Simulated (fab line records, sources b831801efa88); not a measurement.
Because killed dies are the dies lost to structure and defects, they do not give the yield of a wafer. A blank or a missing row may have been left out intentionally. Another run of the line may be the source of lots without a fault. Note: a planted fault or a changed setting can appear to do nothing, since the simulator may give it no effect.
Chamber matching || flow sky130 || SKY_VIA4_CMP_21 on cmp-02: 4 sister chambers
The step polishes, stops on SiO2, t overpolish 25 s, target thk 0 nm. 4 wafers are shown with their chamber, then 7 later ones without.

## WAFERS PAIRED WITH THEIR CHAMBERS
{"wafer": "L566.6", "chamber": 0, "motor current A (A)": 10.4}
{"wafer": "L570.5", "chamber": 2, "motor current A (A)": 9.2}
{"wafer": "L571.2", "chamber": 1, "motor current A (A)": 10.8}
{"wafer": "L571.3", "chamber": 3, "motor current A (A)": 10.6}

## WAFERS WITH NO CHAMBER GIVEN
{"wafer": "L571.5", "motor current A (A)": 10.1}
{"wafer": "L580.4", "motor current A (A)": 10.7}
{"wafer": "L580.5", "motor current A (A)": 10.7}
{"wafer": "L580.6", "motor current A (A)": 9.7}
{"wafer": "L581.1", "motor current A (A)": 10.4}
{"wafer": "L581.3", "motor current A (A)": 10.8}
{"wafer": "L581.4", "motor current A (A)": 9.4}

## THE CHAMBER EACH PASSED THROUGH
{"wafer": "L571.5", "from the rows above": "can't be placed: 0 or 3 or 1", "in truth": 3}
{"wafer": "L580.4", "from the rows above": "can't be placed: 3 or 1 or 0", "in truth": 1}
{"wafer": "L580.5", "from the rows above": "can't be placed: 3 or 1 or 0", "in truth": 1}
{"wafer": "L580.6", "from the rows above": "can't be placed: 2 or 0 or 3", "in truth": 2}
{"wafer": "L581.1", "from the rows above": "can't be placed: 0 or 3 or 1", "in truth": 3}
{"wafer": "L581.3", "from the rows above": "can't be placed: 1 or 3 or 0", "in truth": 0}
{"wafer": "L581.4", "from the rows above": 2, "in truth": 2}
Correctly placed: 1 of 7. Unplaceable from these rows: 6, with the true chamber sitting among the candidates in 6. 0 placed wrongly.
How it was worked out, from the rows above alone: a wafer's distance from a chamber is the root of the sum, over the readings, of the square of ((its reading less the chamber's mean) divided by the reading's scatter). If the next closest chamber is less than 2 further off than the closest, the wafer can't be placed; otherwise it belongs to the closest. The mean given for a chamber averages the wafers shown for that chamber. The scatter: root of mean squared gap, hidden wafer to nearest shown wafer, with one shown wafer a chamber.
